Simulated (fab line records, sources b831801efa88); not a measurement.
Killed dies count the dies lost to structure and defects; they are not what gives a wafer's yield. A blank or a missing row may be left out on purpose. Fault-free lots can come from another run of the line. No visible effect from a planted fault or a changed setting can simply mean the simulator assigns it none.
fab line records / flow gf180mcu
record: lots: 5 wafers: 15 last-day: 34
route steps=602 shown NSD@239 PSD@248
lots that met no fault: from a run of the same line without faults
start-h: hours from the record's opening day to when the first of the lot's shown wafers began / wait-h: how many hours have passed since the lot's step before this one / " as in the row above / L1.1+2: a row that stands for several wafers / - no value present, or no start provided / * or withheld: withheld / < > ~ a bound
route shown NAME@n: names a module that has steps shown in the file, with the first one's number in the route / usual: mean and standard deviation over wafers with no fault / same: alike in all rows / chamber/n: place in a boat / sites: the reading at each site / _std_site: standard deviation of those values / _edge_site: mean of outer sites minus mean of inner sites / radius-mm: how far each site lies from the wafer's centre / mask NAME#n: copy n / behind: the last tool/chamber to shape the wafer / hold: cause of the lot's hold/its duration in hours/its outcome / device: whichever transistor did not switch (one of n, p or np) / end of line: at the end of the route, the tests of the same wafers / a step with no rows: only its recipe / killed: not the wafer's yield, but the dies lost to structure and defects at the first sort / map: a wafer's dies, x killed, . not, _ none there
set.NAME: the setting as run; set.NAME@STEP: as run at that earlier step / model.NAME: the simulator's own value behind a step, which no gauge read
lots seen at some steps along the route; tables by step, rows by wafer
services: a tool's chamber out of use, with start hour (start-h, from the record's first day; less than 0 if before it), hours out, and reason
== steps ==
step: GF_NSD_EXPOSE_04
recipe: mask-id: Nplus target-cd-nm: 400 na: 0.6 source-shape: conventional sigma-outer: 0.6 dose-mj: 140
same: na: 0.6
lot.wafer=L077.1+2+4 tool=iline-stepper-01 chamber=0 start-h=- wait-h=- mask=Nplus#0
lot.wafer=L078.4+5+6 tool=iline-stepper-02 chamber=0 start-h=- wait-h=- mask=Nplus#0
lot.wafer=L088.1+2+6 tool=iline-stepper-01 chamber=0 start-h=- wait-h=- mask=Nplus#0
lot.wafer=L090.1+3+4 tool=iline-stepper-01 chamber=0 start-h=- wait-h=- mask=Nplus#0
lot.wafer=L097.2+3+5 tool=iline-stepper-01 chamber=0 start-h=- wait-h=- mask=Nplus#0
step: GF_NSD_PEB_05
recipe: temp-c: withheld time-s: * resist: NOVOLAK
lot.wafer=L077.1+2+4 tool=litho-track-04 chamber=0 start-h=- wait-h=-
lot.wafer=L078.4+5+6 tool=litho-track-02 chamber=0 start-h=- wait-h=-
lot.wafer=L088.1+2+6 tool=litho-track-02 chamber=0 start-h=- wait-h=-
lot.wafer=L090.1+3+4 tool=litho-track-01 chamber=0 start-h=- wait-h=-
lot.wafer=L097.2+3+5 tool=litho-track-02 chamber=0 start-h=- wait-h=-
step: GF_NSD_DEVELOP_06
recipe: develop-time-s: 60 dev-temp-c: 23
lot.wafer=L077.1+2+4 tool=litho-track-04 chamber=0 start-h=318.57 wait-h=0.1
lot.wafer=L078.4+5+6 tool=litho-track-02 chamber=0 start-h=331.25 wait-h=0.1
lot.wafer=L088.1+2+6 tool=litho-track-02 chamber=0 start-h=411.93 wait-h=0.1
lot.wafer=L090.1+3+4 tool=litho-track-01 chamber=0 start-h=440.83 wait-h=0.1
lot.wafer=L097.2+3+5 tool=litho-track-02 chamber=0 start-h=495.95 wait-h=0.1
step: GF_NSD_CD_MEAS_07
recipe: target-cd-nm: 400
usual: cd-nm: 400.2/1.8
lot.wafer=L077.1 tool=cd-sem-02 chamber=- start-h=318.72 wait-h=0.1 cd-nm=401.2
lot.wafer=L077.2 tool=cd-sem-02 chamber=- start-h=318.72 wait-h=0.1 cd-nm=403.6
lot.wafer=L077.4 tool=cd-sem-02 chamber=- start-h=318.72 wait-h=0.1 cd-nm=400.8
lot.wafer=L078.4 tool=cd-sem-01 chamber=- start-h=331.39 wait-h=0.1 cd-nm=396.2
lot.wafer=L078.5 tool=cd-sem-01 chamber=- start-h=331.39 wait-h=0.1 cd-nm=395.4
lot.wafer=L078.6 tool=cd-sem-01 chamber=- start-h=331.39 wait-h=0.1 cd-nm=396.5
lot.wafer=L088.1 tool=cd-sem-01 chamber=- start-h=412.08 wait-h=0.1 cd-nm=401.7
lot.wafer=L088.2 tool=cd-sem-01 chamber=- start-h=412.08 wait-h=0.1 cd-nm=400.9
lot.wafer=L088.6 tool=cd-sem-01 chamber=- start-h=412.08 wait-h=0.1 cd-nm=400.7
lot.wafer=L090.1 tool=cd-sem-01 chamber=- start-h=440.98 wait-h=0.1 cd-nm=398.7
lot.wafer=L090.3 tool=cd-sem-01 chamber=- start-h=440.98 wait-h=0.1 cd-nm=398.3
lot.wafer=L090.4 tool=cd-sem-01 chamber=- start-h=440.98 wait-h=0.1 cd-nm=396.5
lot.wafer=L097.2 tool=cd-sem-02 chamber=- start-h=496.10 wait-h=0.1 cd-nm=399.4
lot.wafer=L097.3 tool=cd-sem-02 chamber=- start-h=496.10 wait-h=0.1 cd-nm=401.6
lot.wafer=L097.5 tool=cd-sem-02 chamber=- start-h=496.10 wait-h=0.1 cd-nm=399.0
step: GF_NSD_OVL_MEAS_08
usual: NSD_OVL: 0.5/1.5
lot.wafer=L077.1 tool=overlay-01 chamber=- start-h=318.84 wait-h=0.1 NSD_OVL[nm]=2.3
lot.wafer=L077.2 tool=overlay-01 chamber=- start-h=318.84 wait-h=0.1 NSD_OVL[nm]=0.9
lot.wafer=L077.4 tool=overlay-01 chamber=- start-h=318.84 wait-h=0.1 NSD_OVL[nm]=0.9
lot.wafer=L078.4 tool=overlay-02 chamber=- start-h=331.47 wait-h=0.1 NSD_OVL[nm]=1.1
lot.wafer=L078.5 tool=overlay-02 chamber=- start-h=331.47 wait-h=0.1 NSD_OVL[nm]=2.1
lot.wafer=L078.6 tool=overlay-02 chamber=- start-h=331.47 wait-h=0.1 NSD_OVL[nm]=0.0
lot.wafer=L088.1 tool=overlay-02 chamber=- start-h=412.20 wait-h=0.1 NSD_OVL[nm]=-0.1
lot.wafer=L088.2 tool=overlay-02 chamber=- start-h=412.20 wait-h=0.1 NSD_OVL[nm]=-0.9
lot.wafer=L088.6 tool=overlay-02 chamber=- start-h=412.20 wait-h=0.1 NSD_OVL[nm]=-0.6
lot.wafer=L090.1 tool=overlay-02 chamber=- start-h=441.10 wait-h=0.1 NSD_OVL[nm]=-1.2
lot.wafer=L090.3 tool=overlay-02 chamber=- start-h=441.10 wait-h=0.1 NSD_OVL[nm]=-0.5
lot.wafer=L090.4 tool=overlay-02 chamber=- start-h=441.10 wait-h=0.1 NSD_OVL[nm]=-1.2
lot.wafer=L097.2 tool=overlay-02 chamber=- start-h=496.20 wait-h=0.1 NSD_OVL[nm]=0.2
lot.wafer=L097.3 tool=overlay-02 chamber=- start-h=496.20 wait-h=0.1 NSD_OVL[nm]=0.1
lot.wafer=L097.5 tool=overlay-02 chamber=- start-h=496.20 wait-h=0.1 NSD_OVL[nm]=2.0
step: GF_NSD_IMPLANT_09
recipe: species: As energy-kev: 60 dose-cm2: 4e+15 tilt-deg: 7
usual: faraday-current-uA: 11456/740
lot.wafer=L077.1 tool=implanter-03 chamber=0 start-h=318.87 wait-h=0.0 faraday-current-uA=11927
lot.wafer=L077.2 tool=implanter-03 chamber=0 start-h=318.87 wait-h=0.0 faraday-current-uA=11704
lot.wafer=L077.4 tool=implanter-03 chamber=0 start-h=318.87 wait-h=0.0 faraday-current-uA=11830
lot.wafer=L078.4 tool=implanter-04 chamber=0 start-h=331.56 wait-h=0.1 faraday-current-uA=10339
lot.wafer=L078.5 tool=implanter-04 chamber=0 start-h=331.56 wait-h=0.1 faraday-current-uA=9957
lot.wafer=L078.6 tool=implanter-04 chamber=0 start-h=331.56 wait-h=0.1 faraday-current-uA=10356
lot.wafer=L088.1 tool=implanter-02 chamber=0 start-h=412.23 wait-h=0.0 faraday-current-uA=11228
lot.wafer=L088.2 tool=implanter-02 chamber=0 start-h=412.23 wait-h=0.0 faraday-current-uA=11764
lot.wafer=L088.6 tool=implanter-02 chamber=0 start-h=412.23 wait-h=0.0 faraday-current-uA=11457
lot.wafer=L090.1 tool=implanter-02 chamber=0 start-h=441.14 wait-h=0.0 faraday-current-uA=11484
lot.wafer=L090.3 tool=implanter-02 chamber=0 start-h=441.14 wait-h=0.0 faraday-current-uA=11452
lot.wafer=L090.4 tool=implanter-02 chamber=0 start-h=441.14 wait-h=0.0 faraday-current-uA=11227
lot.wafer=L097.2 tool=implanter-04 chamber=0 start-h=496.26 wait-h=0.0 faraday-current-uA=9952
lot.wafer=L097.3 tool=implanter-04 chamber=0 start-h=496.26 wait-h=0.0 faraday-current-uA=10459
lot.wafer=L097.5 tool=implanter-04 chamber=0 start-h=496.26 wait-h=0.0 faraday-current-uA=10015
step: GF_NSD_IMPLANT_10
recipe: species: P energy-kev: 40 dose-cm2: 5e+14 tilt-deg: 7
usual: faraday-current-uA: 2789/60
lot.wafer=L077.1 tool=implanter-03 chamber=0 start-h=319.02 wait-h=0.1 faraday-current-uA=2779
lot.wafer=L077.2 tool=implanter-03 chamber=0 start-h=319.02 wait-h=0.1 faraday-current-uA=2841
lot.wafer=L077.4 tool=implanter-03 chamber=0 start-h=319.02 wait-h=0.1 faraday-current-uA=2806
lot.wafer=L078.4 tool=implanter-04 chamber=0 start-h=331.71 wait-h=0.1 faraday-current-uA=2687
lot.wafer=L078.5 tool=implanter-04 chamber=0 start-h=331.71 wait-h=0.1 faraday-current-uA=2807
lot.wafer=L078.6 tool=implanter-04 chamber=0 start-h=331.71 wait-h=0.1 faraday-current-uA=2828
lot.wafer=L088.1 tool=implanter-02 chamber=0 start-h=412.38 wait-h=0.1 faraday-current-uA=2853
lot.wafer=L088.2 tool=implanter-02 chamber=0 start-h=412.38 wait-h=0.1 faraday-current-uA=2906
lot.wafer=L088.6 tool=implanter-02 chamber=0 start-h=412.38 wait-h=0.1 faraday-current-uA=2904
lot.wafer=L090.1 tool=implanter-02 chamber=0 start-h=441.29 wait-h=0.1 faraday-current-uA=2796
lot.wafer=L090.3 tool=implanter-02 chamber=0 start-h=441.29 wait-h=0.1 faraday-current-uA=2761
lot.wafer=L090.4 tool=implanter-02 chamber=0 start-h=441.29 wait-h=0.1 faraday-current-uA=2734
lot.wafer=L097.2 tool=implanter-04 chamber=0 start-h=496.41 wait-h=0.1 faraday-current-uA=2795
lot.wafer=L097.3 tool=implanter-04 chamber=0 start-h=496.41 wait-h=0.1 faraday-current-uA=2762
lot.wafer=L097.5 tool=implanter-04 chamber=0 start-h=496.41 wait-h=0.1 faraday-current-uA=2856
step: GF_NSD_STRIP_11
recipe: chemistry: O2/N2 power-w: 1400 pressure-mtorr: 1500 platen-temp-c: 250 o2-flow-sccm: 3000 n2-flow-sccm: 300 overash-fraction: 0.5
usual: chamber-pressure-mTorr: 1500.0/1.2 drypump-motor-current-A: 5.7/0.47 heater-power-w: 338/22 oes-product-au: 0.487/0.005 strip-time-to-endpoint-s: 22.942/0.029
lot.wafer=L077.1 tool=plasma-asher-02 chamber=0 start-h=319.17 wait-h=0.1 chamber-pressure-mTorr=1500.3 drypump-motor-current-A=5.1 heater-power-w=337 oes-product-au=0.489 rf-hours-counter-h=20 strip-time-to-endpoint-s=22.969
lot.wafer=L077.2 tool=plasma-asher-02 chamber=1 start-h=319.17 wait-h=0.1 chamber-pressure-mTorr=1499.8 drypump-motor-current-A=5.9 heater-power-w=325 oes-product-au=0.488 rf-hours-counter-h=20 strip-time-to-endpoint-s=22.953
lot.wafer=L077.4 tool=plasma-asher-02 chamber=0 start-h=319.17 wait-h=0.1 chamber-pressure-mTorr=1499.3 drypump-motor-current-A=5.2 heater-power-w=330 oes-product-au=0.491 rf-hours-counter-h=- strip-time-to-endpoint-s=22.981
lot.wafer=L078.4 tool=plasma-asher-03 chamber=1 start-h=331.82 wait-h=0.1 chamber-pressure-mTorr=1499.9 drypump-motor-current-A=5.2 heater-power-w=322 oes-product-au=0.478 rf-hours-counter-h=- strip-time-to-endpoint-s=22.969
lot.wafer=L078.5 tool=plasma-asher-03 chamber=1 start-h=331.82 wait-h=0.1 chamber-pressure-mTorr=1499.4 drypump-motor-current-A=5.2 heater-power-w=312 oes-product-au=0.484 rf-hours-counter-h=- strip-time-to-endpoint-s=22.940
lot.wafer=L078.6 tool=plasma-asher-03 chamber=0 start-h=331.82 wait-h=0.1 chamber-pressure-mTorr=1499.7 drypump-motor-current-A=5.5 heater-power-w=359 oes-product-au=0.490 rf-hours-counter-h=- strip-time-to-endpoint-s=22.958
lot.wafer=L088.1 tool=plasma-asher-03 chamber=1 start-h=412.53 wait-h=0.1 chamber-pressure-mTorr=1502.6 drypump-motor-current-A=5.2 heater-power-w=318 oes-product-au=0.477 rf-hours-counter-h=63 strip-time-to-endpoint-s=22.961
lot.wafer=L088.2 tool=plasma-asher-03 chamber=0 start-h=412.53 wait-h=0.1 chamber-pressure-mTorr=1499.0 drypump-motor-current-A=5.5 heater-power-w=369 oes-product-au=0.489 rf-hours-counter-h=63 strip-time-to-endpoint-s=22.964
lot.wafer=L088.6 tool=plasma-asher-03 chamber=1 start-h=412.53 wait-h=0.1 chamber-pressure-mTorr=1498.4 drypump-motor-current-A=5.2 heater-power-w=309 oes-product-au=0.483 rf-hours-counter-h=- strip-time-to-endpoint-s=22.945
lot.wafer=L090.1 tool=plasma-asher-02 chamber=0 start-h=441.44 wait-h=0.1 chamber-pressure-mTorr=1498.4 drypump-motor-current-A=5.2 heater-power-w=345 oes-product-au=0.494 rf-hours-counter-h=34 strip-time-to-endpoint-s=22.951
lot.wafer=L090.3 tool=plasma-asher-02 chamber=0 start-h=441.44 wait-h=0.1 chamber-pressure-mTorr=1499.5 drypump-motor-current-A=5.1 heater-power-w=335 oes-product-au=0.489 rf-hours-counter-h=- strip-time-to-endpoint-s=22.934
lot.wafer=L090.4 tool=plasma-asher-02 chamber=1 start-h=441.44 wait-h=0.1 chamber-pressure-mTorr=1502.0 drypump-motor-current-A=5.9 heater-power-w=312 oes-product-au=0.491 rf-hours-counter-h=- strip-time-to-endpoint-s=22.964
lot.wafer=L097.2 tool=plasma-asher-03 chamber=0 start-h=496.53 wait-h=0.1 chamber-pressure-mTorr=1499.7 drypump-motor-current-A=5.5 heater-power-w=366 oes-product-au=0.481 rf-hours-counter-h=72 strip-time-to-endpoint-s=22.980
lot.wafer=L097.3 tool=plasma-asher-03 chamber=1 start-h=496.53 wait-h=0.1 chamber-pressure-mTorr=1498.8 drypump-motor-current-A=5.3 heater-power-w=309 oes-product-au=0.479 rf-hours-counter-h=- strip-time-to-endpoint-s=22.939
lot.wafer=L097.5 tool=plasma-asher-03 chamber=1 start-h=496.53 wait-h=0.1 chamber-pressure-mTorr=1498.2 drypump-motor-current-A=5.3 heater-power-w=313 oes-product-au=0.493 rf-hours-counter-h=- strip-time-to-endpoint-s=22.940
step: GF_NSD_TW_MEAS_12
usual: NSD_TW: 4238/47
lot.wafer=L077.1 tool=film-metro-02 chamber=- start-h=319.27 wait-h=0.1 NSD_TW=4246
lot.wafer=L077.2 tool=film-metro-02 chamber=- start-h=319.27 wait-h=0.1 NSD_TW=4256
lot.wafer=L077.4 tool=film-metro-02 chamber=- start-h=319.27 wait-h=0.1 NSD_TW=4259
lot.wafer=L078.4 tool=film-metro-01 chamber=- start-h=331.92 wait-h=0.1 NSD_TW=4292
lot.wafer=L078.5 tool=film-metro-01 chamber=- start-h=331.92 wait-h=0.1 NSD_TW=4284
lot.wafer=L078.6 tool=film-metro-01 chamber=- start-h=331.92 wait-h=0.1 NSD_TW=4272
lot.wafer=L088.1 tool=film-metro-02 chamber=- start-h=412.63 wait-h=0.1 NSD_TW=4241
lot.wafer=L088.2 tool=film-metro-02 chamber=- start-h=412.63 wait-h=0.1 NSD_TW=4243
lot.wafer=L088.6 tool=film-metro-02 chamber=- start-h=412.63 wait-h=0.1 NSD_TW=4246
lot.wafer=L090.1 tool=film-metro-02 chamber=- start-h=441.54 wait-h=0.1 NSD_TW=4277
lot.wafer=L090.3 tool=film-metro-02 chamber=- start-h=441.54 wait-h=0.1 NSD_TW=4254
lot.wafer=L090.4 tool=film-metro-02 chamber=- start-h=441.54 wait-h=0.1 NSD_TW=4252
lot.wafer=L097.2 tool=film-metro-04 chamber=- start-h=496.64 wait-h=0.1 NSD_TW=4202
lot.wafer=L097.3 tool=film-metro-04 chamber=- start-h=496.64 wait-h=0.1 NSD_TW=4216
lot.wafer=L097.5 tool=film-metro-04 chamber=- start-h=496.64 wait-h=0.1 NSD_TW=4220
step: GF_PSD_DEHYDRATE_00
recipe: temp-c: 200 time-s: 60
lot.wafer=L077.1+2+4 tool=litho-track-02 chamber=0 start-h=328.68 wait-h=9.4
lot.wafer=L078.4+5+6 tool=litho-track-03 chamber=0 start-h=341.49 wait-h=9.6
lot.wafer=L088.1+2+6 tool=litho-track-03 chamber=0 start-h=423.42 wait-h=10.8
lot.wafer=L090.1+3+4 tool=litho-track-03 chamber=0 start-h=452.42 wait-h=10.9
lot.wafer=L097.2+3+5 tool=litho-track-03 chamber=0 start-h=507.99 wait-h=11.3
step: GF_PSD_HMDS_01
recipe: prime-time-s: 60 prime-temp-c: 120
lot.wafer=L077.1+2+4 tool=litho-track-02 chamber=0 start-h=328.83 wait-h=0.1
lot.wafer=L078.4+5+6 tool=litho-track-03 chamber=0 start-h=341.64 wait-h=0.1
lot.wafer=L088.1+2+6 tool=litho-track-03 chamber=0 start-h=423.57 wait-h=0.1
lot.wafer=L090.1+3+4 tool=litho-track-03 chamber=0 start-h=452.57 wait-h=0.1
lot.wafer=L097.2+3+5 tool=litho-track-03 chamber=0 start-h=508.14 wait-h=0.1
step: GF_PSD_COAT_02
recipe: resist: NOVOLAK spin-rpm: 3000 resist-thk-nm: 1000
lot.wafer=L077.1+2+4 tool=litho-track-02 chamber=0 start-h=328.98 wait-h=0.1
lot.wafer=L078.4+5+6 tool=litho-track-03 chamber=0 start-h=341.79 wait-h=0.1
lot.wafer=L088.1+2+6 tool=litho-track-03 chamber=0 start-h=423.72 wait-h=0.1
lot.wafer=L090.1+3+4 tool=litho-track-03 chamber=0 start-h=452.72 wait-h=0.1
lot.wafer=L097.2+3+5 tool=litho-track-03 chamber=0 start-h=508.29 wait-h=0.1
== services ==
tool=implanter-03 chamber=- start-h=301.53 hours=4.3 kind=pm
tool=iline-stepper-01 chamber=0 start-h=306.45 hours=- kind=calibration
tool=implanter-02 chamber=- start-h=308.93 hours=1.4 kind=repair
tool=plasma-asher-02 chamber=- start-h=312.78 hours=3.6 kind=repair
tool=iline-stepper-01 chamber=- start-h=329.40 hours=2.1 kind=pm
tool=iline-stepper-01 chamber=- start-h=331.48 hours=- kind=consumable-replace:lamp
tool=implanter-03 chamber=- start-h=335.77 hours=1.5 kind=repair
tool=iline-stepper-01 chamber=- start-h=339.60 hours=1.7 kind=pm
tool=iline-stepper-02 chamber=0 start-h=358.46 hours=- kind=calibration
tool=implanter-02 chamber=- start-h=358.64 hours=3.8 kind=pm
tool=plasma-asher-03 chamber=- start-h=375.55 hours=15.6 kind=pm
tool=iline-stepper-02 chamber=- start-h=378.52 hours=9.9 kind=repair
tool=iline-stepper-02 chamber=- start-h=379.63 hours=0.8 kind=repair
tool=implanter-03 chamber=- start-h=391.83 hours=3.4 kind=repair
tool=implanter-02 chamber=- start-h=411.02 hours=1.0 kind=repair
tool=implanter-02 chamber=- start-h=422.30 hours=1.5 kind=repair
tool=iline-stepper-02 chamber=- start-h=423.72 hours=1.7 kind=pm
tool=implanter-04 chamber=- start-h=444.51 hours=2.1 kind=repair
tool=iline-stepper-01 chamber=- start-h=444.97 hours=1.7 kind=repair
tool=implanter-04 chamber=- start-h=460.87 hours=2.3 kind=pm
tool=litho-track-04 chamber=- start-h=467.41 hours=- kind=consumable-replace:filter
tool=implanter-04 chamber=- start-h=468.35 hours=1.9 kind=repair
tool=implanter-03 chamber=- start-h=496.18 hours=5.5 kind=repair
tool=implanter-03 chamber=- start-h=500.43 hours=4.2 kind=repair
== key ==
fault none
